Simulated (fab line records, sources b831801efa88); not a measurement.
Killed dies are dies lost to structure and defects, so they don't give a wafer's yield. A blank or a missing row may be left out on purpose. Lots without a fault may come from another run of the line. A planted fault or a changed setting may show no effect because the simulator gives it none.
fab line records | flow gf180mcu
record lots=5 wafers=15 last_day=34
route steps=602 shown HV_LDD@209 NSD@235
lots that met no fault: from a run of the same line without faults
start_h: hours from the record's first day to the start of the lot's first wafer shown | wait_h: hours since the lot's step before | " the same as in the row above | L1.1+2: a row that stands for several wafers | - no value, or no start given | * or withheld: withheld | < > ~ a bound
route shown NAME@n: a module of which the file shows steps, and the number in the route of the first | usual: mean/standard deviation of fault-free wafers | same: alike in all rows | chamber/n: place in a boat | sites: the reading at each site | _std_site: their standard deviation | _edge_site: outer sites' mean less inner sites' | radius_mm: how far each site lies from the wafer's centre | mask NAME#n: copy n | behind: the tool/chamber that last shaped the wafer | hold: why the lot was held/for how many hours/how that ended | device: the transistor (n, p or np) that didn't switch | end of line: the same wafers' tests at the end of the route | a step without rows: its recipe alone | killed: dies lost to structure and defects at the first sort, not the wafer's yield | map: a wafer's dies, x killed, . not, _ none there
set.NAME: the setting as run; set.NAME@STEP: as run at that earlier step | model.NAME: the simulator's own value behind a step, which no gauge read
lots at some steps of the route; a table a step, a row a wafer
services: from which hour (start_h, from the record's first day; less than 0 if before it) a tool's chamber was out of use, for how many hours, and why
## steps
# step GF_HV_LDD_IMPLANT_33
# recipe species=P energy_kev=60 dose_cm2=7.5e+12 tilt_deg=30 rotation_deg=0
# columns lot.wafer tool chamber start_h wait_h
L077.1+2+6 implanter-02 0 276.46 0.0
L085.1+3+5 implanter-03 0 344.23 0.0
L090.1+2+3 implanter-03 0 383.01 0.0
L093.2+4+5 implanter-02 0 401.18 0.0
L097.1+2+3 implanter-03 0 435.84 0.0
# step GF_HV_LDD_IMPLANT_34
# recipe species=P energy_kev=60 dose_cm2=7.5e+12 tilt_deg=31.75 rotation_deg=90
# columns lot.wafer tool chamber start_h wait_h
L077.1+2+6 implanter-02 0 276.61 0.1
L085.1+3+5 implanter-03 0 344.38 0.1
L090.1+2+3 implanter-03 0 383.16 0.1
L093.2+4+5 implanter-02 0 401.33 0.1
L097.1+2+3 implanter-03 0 435.99 0.1
# step GF_HV_LDD_IMPLANT_35
# recipe species=P energy_kev=60 dose_cm2=7.5e+12 tilt_deg=30 rotation_deg=180
# columns lot.wafer tool chamber start_h wait_h
L077.1+2+6 implanter-02 0 276.76 0.1
L085.1+3+5 implanter-03 0 344.53 0.1
L090.1+2+3 implanter-03 0 383.31 0.1
L093.2+4+5 implanter-02 0 401.48 0.1
L097.1+2+3 implanter-03 0 436.14 0.1
# step GF_HV_LDD_IMPLANT_36
# recipe species=P energy_kev=60 dose_cm2=7.5e+12 tilt_deg=30 rotation_deg=270
# columns lot.wafer tool chamber start_h wait_h
L077.1+2+6 implanter-02 0 276.91 0.1
L085.1+3+5 implanter-03 0 344.68 0.1
L090.1+2+3 implanter-03 0 383.46 0.1
L093.2+4+5 implanter-02 0 401.63 0.1
L097.1+2+3 implanter-03 0 436.29 0.1
# step GF_HV_LDD_STRIP_37
# recipe chemistry=O2/N2 power_w=1400 pressure_mtorr=1500 platen_temp_c=250 o2_flow_sccm=3000 n2_flow_sccm=300 overash_fraction=0.5
# usual drypump_motor_current_A=5.8/0.77 heater_power_w=321/33 oes_product_au=0.716/0.0048 strip_time_to_endpoint_s=12.62/0.036
# columns lot.wafer tool chamber start_h wait_h drypump_motor_current_A heater_power_w oes_product_au rf_hours_counter_h strip_time_to_endpoint_s
L077.1 plasma_asher-01 0 277.06 0.1 5.3 332 0.708 67 12.68
L077.2 " 1 " " 5.4 380 0.715 67 12.66
L077.6 " 1 " " 5.4 386 0.716 - 12.64
L085.1 plasma_asher-02 0 344.83 0.1 4.9 309 0.711 24 12.67
L085.3 " 0 " " 4.9 315 0.714 - 12.65
L085.5 " 1 " " 6.8 282 0.710 - 12.64
L090.1 plasma_asher-02 0 383.61 0.1 4.9 315 0.727 29 12.51
L090.2 " 1 " " 6.8 281 0.717 29 12.53
L090.3 " 0 " " 4.9 310 0.719 - 12.52
L093.2 plasma_asher-02 1 401.76 0.1 6.8 282 0.718 30 12.65
L093.4 " 1 " " 6.8 279 0.713 - 12.68
L093.5 " 0 " " 4.9 304 0.717 - 12.66
L097.1 plasma_asher-01 1 436.44 0.1 5.3 377 0.720 1 12.63
L097.2 " 0 " " 5.3 328 0.716 1 12.65
L097.3 " 1 " " 5.3 389 0.720 - 12.62
# step GF_HV_LDD_TW_MEAS_38
# usual HV_LDD_3_TW=1436/10
# columns lot.wafer tool chamber start_h wait_h HV_LDD_3_TW
L077.1 film_metro-01 - 277.16 0.1 1433
L077.2 " - " " 1437
L077.6 " - " " 1430
L085.1 film_metro-03 - 344.93 0.1 1449
L085.3 " - " " 1451
L085.5 " - " " 1457
L090.1 film_metro-03 - 383.71 0.1 1457
L090.2 " - " " 1462
L090.3 " - " " 1455
L093.2 film_metro-01 - 401.87 0.1 1433
L093.4 " - " " 1430
L093.5 " - " " 1436
L097.1 film_metro-03 - 436.54 0.1 1444
L097.2 " - " " 1450
L097.3 " - " " 1456
# step GF_HV_LDD_DEHYDRATE_39
# recipe temp_c=200 time_s=60
# columns lot.wafer tool chamber start_h wait_h
L077.1+2+6 litho_track-03 0 286.21 9.0
L085.1+3+5 litho_track-01 0 354.67 9.7
L090.1+2+3 litho_track-01 0 394.42 10.7
L093.2+4+5 litho_track-01 0 413.00 11.1
L097.1+2+3 litho_track-03 0 448.00 11.4
# step GF_HV_LDD_HMDS_40
# recipe prime_time_s=60 prime_temp_c=120
# same prime_time_s=60
# columns lot.wafer tool chamber start_h wait_h
L077.1+2+6 litho_track-03 0 286.36 0.1
L085.1+3+5 litho_track-01 0 354.82 0.1
L090.1+2+3 litho_track-01 0 394.57 0.1
L093.2+4+5 litho_track-01 0 413.15 0.1
L097.1+2+3 litho_track-03 0 448.15 0.1
# step GF_HV_LDD_COAT_41
# recipe resist=NOVOLAK spin_rpm=3000 resist_thk_nm=1000
# columns lot.wafer tool chamber start_h wait_h
L077.1+2+6 litho_track-03 0 286.51 0.1
L085.1+3+5 litho_track-01 0 354.97 0.1
L090.1+2+3 litho_track-01 0 394.72 0.1
L093.2+4+5 litho_track-01 0 413.30 0.1
L097.1+2+3 litho_track-03 0 448.30 0.1
# step GF_HV_LDD_SOFTBAKE_42
# recipe temp_c=90 time_s=60 resist=NOVOLAK
# columns lot.wafer tool chamber start_h wait_h
L077.1+2+6 litho_track-03 0 286.66 0.1
L085.1+3+5 litho_track-01 0 355.12 0.1
L090.1+2+3 litho_track-01 0 394.87 0.1
L093.2+4+5 litho_track-01 0 413.45 0.1
L097.1+2+3 litho_track-03 0 448.45 0.1
# step GF_HV_LDD_EXPOSE_43
# recipe mask_id=Pplus_HV_AREA target_cd_nm=400 na=0.6 source_shape=conventional sigma_outer=0.6 dose_mj=140
# usual stage_vel_mm_s=499.96/0.26
# columns lot.wafer tool chamber start_h wait_h mask stage_vel_mm_s
L077.1 iline_stepper-01 0 - - Pplus_HV_AREA#0 499.74
L077.2 " 0 " " Pplus_HV_AREA#0 500.04
L077.6 " 0 " " Pplus_HV_AREA#0 499.84
L085.1 iline_stepper-02 0 - - Pplus_HV_AREA#0 499.98
L085.3 " 0 " " Pplus_HV_AREA#0 499.90
L085.5 " 0 " " Pplus_HV_AREA#0 500.07
L090.1 iline_stepper-01 0 - - Pplus_HV_AREA#0 499.58
L090.2 " 0 " " Pplus_HV_AREA#0 500.00
L090.3 " 0 " " Pplus_HV_AREA#0 499.65
L093.2 iline_stepper-02 0 - - Pplus_HV_AREA#0 499.97
L093.4 " 0 " " Pplus_HV_AREA#0 499.33
L093.5 " 0 " " Pplus_HV_AREA#0 499.84
L097.1 iline_stepper-02 0 - - Pplus_HV_AREA#0 500.35
L097.2 " 0 " " Pplus_HV_AREA#0 500.13
L097.3 " 0 " " Pplus_HV_AREA#0 500.15
# step GF_HV_LDD_PEB_44
# recipe temp_c=withheld time_s=* resist=NOVOLAK
# columns lot.wafer tool chamber start_h wait_h
L077.1+2+6 litho_track-01 0 - -
L085.1+3+5 litho_track-04 0 - -
L090.1+2+3 litho_track-04 0 - -
L093.2+4+5 litho_track-04 0 - -
L097.1+2+3 litho_track-04 0 - -
# step GF_HV_LDD_DEVELOP_45
# recipe develop_time_s=60 dev_temp_c=23
# columns lot.wafer tool chamber start_h wait_h
L077.1+2+6 litho_track-01 0 296.67 0.1
L085.1+3+5 litho_track-04 0 366.29 0.1
L090.1+2+3 litho_track-04 0 406.54 0.1
L093.2+4+5 litho_track-04 0 424.56 0.1
L097.1+2+3 litho_track-04 0 461.24 0.1
# step GF_HV_LDD_CD_MEAS_46
# recipe target_cd_nm=400
# usual cd_nm=400.1/1.6
# columns lot.wafer tool chamber start_h wait_h cd_nm
L077.1 cd_sem-01 - 296.82 0.1 400.8
L077.2 " - " " 399.6
L077.6 " - " " 400.7
L085.1 cd_sem-01 - 366.55 0.2 398.8
L085.3 " - " " 398.2
L085.5 " - " " 398.7
L090.1 cd_sem-02 - 406.69 0.1 399.0
L090.2 " - " " 401.1
L090.3 " - " " 398.5
L093.2 cd_sem-02 - 424.71 0.1 399.3
L093.4 " - " " 400.1
L093.5 " - " " 400.3
L097.1 cd_sem-01 - 461.39 0.1 401.4
L097.2 " - " " 399.6
L097.3 " - " " 398.8
# step GF_HV_LDD_OVL_MEAS_47
# usual HV_LDD_03_OVL=-0.4/1.3
# columns lot.wafer tool chamber start_h wait_h HV_LDD_03_OVL[nm]
L077.1 overlay-02 - 296.94 0.1 1.3
L077.2 " - " " 0.5
L077.6 " - " " -0.5
L085.1 overlay-01 - 366.67 0.1 -2.3
L085.3 " - " " -0.7
L085.5 " - " " -1.5
L090.1 overlay-01 - 406.81 0.1 -0.9
L090.2 " - " " -1.3
L090.3 " - " " -2.0
L093.2 overlay-01 - 424.81 0.1 -2.0
L093.4 " - " " -0.8
L093.5 " - " " -0.9
L097.1 overlay-01 - 461.51 0.1 2.0
L097.2 " - " " 0.0
L097.3 " - " " -0.5
# step GF_HV_LDD_IMPLANT_48
# recipe species=B energy_kev=25 dose_cm2=3e+13 tilt_deg=7
# columns lot.wafer tool chamber start_h wait_h
L077.1+2+6 implanter-02 0 296.98 0.0
L085.1+3+5 implanter-02 0 366.71 0.0
L090.1+2+3 implanter-01 0 406.84 0.0
L093.2+4+5 implanter-01 0 424.87 0.0
L097.1+2+3 implanter-02 0 461.54 0.0
# step GF_HV_LDD_STRIP_49
# recipe chemistry=O2/N2 power_w=1400 pressure_mtorr=1500 platen_temp_c=250 o2_flow_sccm=3000 n2_flow_sccm=300 overash_fraction=0.5
# usual drypump_motor_current_A=5.9/0.74 heater_power_w=324/32 oes_product_au=0.716/0.005 strip_time_to_endpoint_s=12.63/0.034
# columns lot.wafer tool chamber start_h wait_h drypump_motor_current_A heater_power_w oes_product_au rf_hours_counter_h strip_time_to_endpoint_s
L077.1 plasma_asher-04 0 297.13 0.1 5.8 319 0.715 50 12.64
L077.2 " 1 " " 6.6 363 0.713 50 12.62
L077.6 " 0 " " 5.8 327 0.716 - 12.59
L085.1 plasma_asher-04 0 366.86 0.1 5.8 333 0.717 56 12.63
L085.3 " 0 " " 5.8 331 0.723 - 12.58
L085.5 " 0 " " 5.8 340 0.722 - 12.62
L090.1 plasma_asher-01 1 406.99 0.1 5.3 386 0.717 78 12.57
L090.2 " 0 " " 5.4 328 0.718 78 12.58
L090.3 " 1 " " 5.3 386 0.723 - 12.56
L093.2 plasma_asher-02 1 424.99 0.1 6.8 291 0.711 33 12.65
L093.4 " 0 " " 4.9 310 0.716 - 12.64
L093.5 " 1 " " 6.8 284 0.712 - 12.62
L097.1 plasma_asher-02 1 461.69 0.1 6.8 279 0.719 37 12.69
L097.2 " 0 " " 4.9 313 0.712 37 12.66
L097.3 " 0 " " 4.9 311 0.714 - 12.66
# step GF_HV_LDD_TW_MEAS_50
# usual HV_LDD_4_TW=570/4.4
# columns lot.wafer tool chamber start_h wait_h HV_LDD_4_TW
L077.1 film_metro-02 - 297.23 0.1 571
L077.2 " - " " 573
L077.6 " - " " 573
L085.1 film_metro-01 - 366.96 0.1 565
L085.3 " - " " 565
L085.5 " - " " 567
L090.1 film_metro-02 - 407.09 0.1 570
L090.2 " - " " 569
L090.3 " - " " 570
L093.2 film_metro-02 - 425.10 0.1 572
L093.4 " - " " 573
L093.5 " - " " 573
L097.1 film_metro-03 - 461.79 0.1 576
L097.2 " - " " 577
L097.3 " - " " 574
# step GF_HV_LDD_CLEAN_51
# recipe chemistry=SC1/SC2 mix=1:4:20 temp_c=70 time_s=150 dry=n2_spin
# columns lot.wafer tool chamber start_h wait_h
L077.1+2+6 wet_bench-01 2 297.29 0.1
L085.1+3+5 wet_bench-03 2 367.02 0.1
L090.1+2+3 wet_bench-04 1 407.15 0.1
L093.2+4+5 wet_bench-03 0 425.15 0.0
L097.1+2+3 wet_bench-01 3 461.85 0.1
# step GF_HV_LDD_RTA_52
# recipe temp_c=1000 time_s=10 ambient=N2
# usual lamp_power_pct=33.95/0.073 wafer_temp_C_max=1004.5/0.97
# columns lot.wafer tool chamber start_h wait_h lamp_power_pct wafer_temp_C_max
L077.1 rtp_anneal-01 0 297.34 0.0 34.01 1005.5
L077.2 " 0 " " 33.96 1005.9
L077.6 " 0 " " 34.05 1005.7
L085.1 rtp_anneal-01 0 367.07 0.0 33.99 1003.8
L085.3 " 0 " " 34.01 1003.7
L085.5 " 0 " " 34.08 1004.4
L090.1 rtp_anneal-01 0 407.21 0.0 34.02 1004.2
L090.2 " 0 " " 34.00 1004.0
L090.3 " 0 " " 34.00 1004.9
L093.2 rtp_anneal-02 0 425.21 0.0 33.89 1003.5
L093.4 " 0 " " 33.86 1003.2
L093.5 " 0 " " 33.88 1003.3
L097.1 rtp_anneal-02 0 461.91 0.0 33.88 1005.9
L097.2 " 0 " " 33.89 1005.3
L097.3 " 0 " " 33.80 1005.2
# step GF_HV_LDD_CVD_54
# recipe material=SiO2 target_thk_nm=10 precursor=TEOS temp_c=680 time_s=75 pressure_mtorr=400
# usual pressure_mtorr=399.8/0.77 spike_tc_upper_C=678.9/1.2
# columns lot.wafer tool chamber start_h wait_h pressure_mtorr spike_tc_upper_C
L077.1 lpcvd-01 1 298.52 1.1 399.4 678.5
L077.2 " 1 " " 398.6 680.8
L077.6 " 1 " " 399.7 678.8
L085.1 lpcvd-02 1 367.26 0.1 399.0 676.4
L085.3 " 1 " " 400.5 679.8
L085.5 " 1 " " 398.6 679.9
L090.1 lpcvd-02 1 407.40 0.1 401.1 678.4
L090.2 " 1 " " 399.5 679.8
L090.3 " 1 " " 399.8 678.9
L093.2 lpcvd-02 1 425.39 0.1 399.8 677.8
L093.4 " 1 " " 400.7 678.2
L093.5 " 1 " " 400.4 678.8
L097.1 lpcvd-02 0 462.09 0.1 400.3 678.0
L097.2 " 0 " " 400.6 678.1
L097.3 " 0 " " 400.0 679.1
# step GF_HV_LDD_THK_MEAS_55
# recipe reads=SiO2_of_HV_LDD_CVD_54
# usual HV_LDD_CVD_54_THK=10.06/0.12
# columns lot.wafer tool chamber start_h wait_h HV_LDD_CVD_54_THK[nm]
L077.1 film_metro-03 - 299.54 0.0 9.99
L077.2 " - " " 9.96
L077.6 " - " " 10.04
L085.1 film_metro-01 - 368.31 0.0 10.10
L085.3 " - " " 10.17
L085.5 " - " " 10.12
L090.1 film_metro-02 - 408.42 0.0 10.19
L090.2 " - " " 10.23
L090.3 " - " " 10.24
L093.2 film_metro-01 - 426.42 0.0 10.16
L093.4 " - " " 10.15
L093.5 " - " " 10.18
L097.1 film_metro-02 - 463.11 0.0 10.00
L097.2 " - " " 9.99
L097.3 " - " " 9.93
# step GF_HV_LDD_CVD_56
# recipe material=Si3N4 precursor=DCS/NH3 target_thk_nm=90 temp_c=770 time_s=1543 pressure_mtorr=250
# usual pressure_mtorr=250.1/0.49 spike_tc_upper_C=769.0/1.2
# columns lot.wafer tool chamber start_h wait_h pressure_mtorr spike_tc_upper_C
L077.1 lpcvd-02 0 299.60 0.1 250.8 767.1
L077.2 " 0 " " 250.4 770.6
L077.6 " 0 " " 250.1 768.0
L085.1 lpcvd-01 0 368.37 0.1 251.0 768.3
L085.3 " 0 " " 250.2 768.5
L085.5 " 0 " " 250.4 767.2
L090.1 lpcvd-02 1 408.48 0.1 249.8 768.9
L090.2 " 1 " " 249.7 768.6
L090.3 " 1 " " 250.0 769.6
L093.2 lpcvd-01 1 426.47 0.0 249.8 768.0
L093.4 " 1 " " 250.5 771.1
L093.5 " 1 " " 249.4 770.3
L097.1 lpcvd-01 0 463.17 0.1 250.2 767.6
L097.2 " 0 " " 250.5 769.4
L097.3 " 0 " " 249.6 769.5
# step GF_HV_LDD_THK_MEAS_57
# recipe reads=Si3N4_of_HV_LDD_CVD_56
# usual HV_LDD_CVD_56_THK=90.6/1
# columns lot.wafer tool chamber start_h wait_h HV_LDD_CVD_56_THK[nm]
L077.1 film_metro-02 - 301.03 0.0 90.8
L077.2 " - " " 90.3
L077.6 " - " " 90.8
L085.1 film_metro-03 - 369.80 0.0 90.1
L085.3 " - " " 90.6
L085.5 " - " " 89.9
L090.1 film_metro-01 - 409.95 0.0 92.8
L090.2 " - " " 92.4
L090.3 " - " " 92.4
L093.2 film_metro-02 - 427.91 0.0 90.1
L093.4 " - " " 89.3
L093.5 " - " " 89.9
L097.1 film_metro-01 - 464.60 0.0 89.0
L097.2 " - " " 89.4
L097.3 " - " " 90.0
# step GF_HV_LDD_ETCHBACK_58
# recipe chemistry=CH3F/O2 target=Si3N4 stop_on=SiO2 source_w=400 bias_w=80 pressure_mtorr=25 ch3f_flow_sccm=40 O2_flow_sccm=30 time_s=100 target_depth_a=900
# usual drypump_motor_current_A=5.94/0.28 oes_product_au=0.845/0.0069 throttle_valve_pct=10.561/0.0084
# columns lot.wafer tool chamber start_h wait_h drypump_motor_current_A oes_product_au rf_hours_counter_h throttle_valve_pct
L077.1 rie_diel-04 3 301.09 0.1 5.64 0.843 101 10.569
L077.2 " 0 " " 6.06 0.843 36 10.579
L077.6 " 3 " " 5.63 0.849 - 10.554
L085.1 rie_diel-04 3 369.86 0.1 5.70 0.847 103 10.552
L085.3 " 2 " " 6.21 0.843 2 10.552
L085.5 " 3 " " 5.67 0.848 - 10.548
L090.1 rie_diel-02 0 410.01 0.1 5.70 0.845 0 10.560
L090.2 " 3 " " 5.79 0.855 12 10.566
L090.3 " 1 " " 6.10 0.852 18 10.568
L093.2 rie_diel-03 3 427.96 0.0 5.75 0.845 27 10.570
L093.4 " 2 " " 6.43 0.838 93 10.563
L093.5 " 3 " " 5.77 0.847 - 10.551
L097.1 rie_diel-02 1 464.66 0.1 6.16 0.845 20 10.568
L097.2 " 3 " " 5.76 0.839 13 10.555
L097.3 " 0 " " 5.67 0.845 2 10.568
# step GF_NSD_DEHYDRATE_00
# recipe temp_c=200 time_s=60
# columns lot.wafer tool chamber start_h wait_h
L077.1+2+6 litho_track-01 0 311.22 10.1
L085.1+3+5 litho_track-01 0 379.97 10.1
L090.1+2+3 litho_track-02 0 420.83 10.8
L093.2+4+5 litho_track-02 0 440.01 12.0
L097.1+2+3 litho_track-04 0 476.04 11.3
# step GF_NSD_HMDS_01
# recipe prime_time_s=60 prime_temp_c=120
# same prime_time_s=60
# columns lot.wafer tool chamber start_h wait_h
L077.1+2+6 litho_track-01 0 311.37 0.1
L085.1+3+5 litho_track-01 0 380.12 0.1
L090.1+2+3 litho_track-02 0 420.98 0.1
L093.2+4+5 litho_track-02 0 440.16 0.1
L097.1+2+3 litho_track-04 0 476.19 0.1
# step GF_NSD_COAT_02
# recipe resist=NOVOLAK spin_rpm=3000 resist_thk_nm=1000
# columns lot.wafer tool chamber start_h wait_h
L077.1+2+6 litho_track-01 0 311.52 0.1
L085.1+3+5 litho_track-01 0 380.27 0.1
L090.1+2+3 litho_track-02 0 421.13 0.1
L093.2+4+5 litho_track-02 0 440.31 0.1
L097.1+2+3 litho_track-04 0 476.34 0.1
# step GF_NSD_SOFTBAKE_03
# recipe temp_c=90 time_s=60 resist=NOVOLAK
# columns lot.wafer tool chamber start_h wait_h
L077.1+2+6 litho_track-01 0 311.67 0.1
L085.1+3+5 litho_track-01 0 380.42 0.1
L090.1+2+3 litho_track-02 0 421.28 0.1
L093.2+4+5 litho_track-02 0 440.46 0.1
L097.1+2+3 litho_track-04 0 476.49 0.1
# step GF_NSD_EXPOSE_04
# recipe mask_id=Nplus target_cd_nm=400 na=0.6 source_shape=conventional sigma_outer=0.6 dose_mj=140
# usual stage_vel_mm_s=500.00/0.23
# columns lot.wafer tool chamber start_h wait_h mask stage_vel_mm_s
L077.1 iline_stepper-02 0 - - Nplus#0 500.05
L077.2 " 0 " " Nplus#0 500.13
L077.6 " 0 " " Nplus#0 500.16
L085.1 iline_stepper-02 0 - - Nplus#0 500.12
L085.3 " 0 " " Nplus#0 499.84
L085.5 " 0 " " Nplus#0 499.85
L090.1 iline_stepper-01 0 - - Nplus#0 500.38
L090.2 " 0 " " Nplus#0 500.49
L090.3 " 0 " " Nplus#0 500.67
L093.2 iline_stepper-02 0 - - Nplus#0 499.84
L093.4 " 0 " " Nplus#0 500.03
L093.5 " 0 " " Nplus#0 499.43
L097.1 iline_stepper-01 0 - - Nplus#0 500.25
L097.2 " 0 " " Nplus#0 500.08
L097.3 " 0 " " Nplus#0 499.83
## services
# columns tool chamber start_h hours kind
plasma_asher-02 - 270.70 0.4 repair
implanter-03 - 279.20 4.5 repair
implanter-03 - 302.01 0.5 repair
iline_stepper-01 - 309.10 10.2 repair
rtp_anneal-01 - 312.80 1.4 pm
iline_stepper-01 - 319.28 2.1 pm
plasma_asher-04 - 320.01 15.6 pm
plasma_asher-01 - 328.64 2.8 pm
rie_diel-02 0 329.29 11.7 repair
rie_diel-04 - 337.44 1.2 repair
plasma_asher-04 - 339.86 7.4 repair
plasma_asher-01 - 352.31 25.2 repair
plasma_asher-02 - 359.90 2.8 pm
iline_stepper-02 - 363.18 4.4 repair
rie_diel-02 - 369.61 28.1 pm
iline_stepper-02 - 374.20 1.7 pm
iline_stepper-01 - 383.69 1.7 pm
lpcvd-01 - 387.07 0.7 repair
plasma_asher-02 - 388.31 1.5 repair
iline_stepper-02 - 394.01 4.4 pm
lpcvd-01 - 400.14 0.6 repair
plasma_asher-01 - 421.27 9.0 pm
implanter-03 - 464.02 3.6 repair
implanter-02 - 474.64 3.5 repair
## key
fault none
